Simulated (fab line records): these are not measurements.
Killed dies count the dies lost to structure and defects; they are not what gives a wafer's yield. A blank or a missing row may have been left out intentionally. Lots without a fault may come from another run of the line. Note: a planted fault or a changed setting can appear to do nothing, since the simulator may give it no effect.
Chamber matching + flow sky130 + 4 sister chambers for SKY_VIA3_ETCH_15 on rie diel-03
The step etches SiO2 in C4F8/O2/Ar, stops on TiN, target depth 507 nm, time 78 s. 8 wafers are shown with their chamber, then 8 later ones without.

## WAFERS PAIRED WITH THEIR CHAMBERS
| wafer  | chamber | oes product au (a.u.) | rf fwd power W (W) |
|--------|---------|-----------------------|--------------------|
| L086.1 | 2       | 0.938                 | 1485               |
| L086.4 | 1       | 0.949                 | 1483               |
| L086.6 | 1       | 0.946                 | 1487               |
| L088.4 | 2       | 0.939                 | 1491               |
| L092.1 | 0       | 0.948                 | 1492               |
| L092.4 | 0       | 0.948                 | 1487               |
| L092.5 | 3       | 0.952                 | 1487               |
| L094.1 | 3       | 0.952                 | 1486               |

## WAFERS WITHOUT THEIR CHAMBER
| wafer  | oes product au (a.u.) | rf fwd power W (W) |
|--------|-----------------------|--------------------|
| L094.2 | 0.950                 | 1480               |
| L094.5 | 0.941                 | 1491               |
| L096.2 | 0.949                 | 1496               |
| L096.4 | 0.951                 | 1490               |
| L096.5 | 0.938                 | 1490               |
| L097.1 | 0.957                 | 1493               |
| L097.2 | 0.937                 | 1486               |
| L097.3 | 0.946                 | 1484               |

## WHICH CHAMBER EACH WENT THROUGH
| wafer  | from the rows above          | in truth                   |
|--------|------------------------------|----------------------------|
| L094.2 | can't be placed: 3 or 1 or 0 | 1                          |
| L094.5 | 2                            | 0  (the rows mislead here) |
| L096.2 | can't be placed: 0 or 1 or 3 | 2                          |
| L096.4 | can't be placed: 3 or 0      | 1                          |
| L096.5 | 2                            | 2                          |
| L097.1 | 3                            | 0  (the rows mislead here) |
| L097.2 | 2                            | 2                          |
| L097.3 | can't be placed: 1 or 0      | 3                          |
Placed correctly: 2 of 8. Unplaceable from these rows: 4, with the true chamber sitting among the candidates in 1. Placed wrongly: 2.
How it was worked out, from the rows above alone: a wafer's distance from a chamber is the root of the sum, over the readings, of the square of ((its reading less the chamber's mean) divided by the reading's scatter). If the next closest chamber is less than 2 further off than the closest, the wafer can't be placed; otherwise it belongs to the closest. The mean given for a chamber averages the wafers shown for that chamber. The scatter: the root of (the sum of the squares of (reading less its chamber's mean) over the shown wafers, divided by (wafers less chambers)).
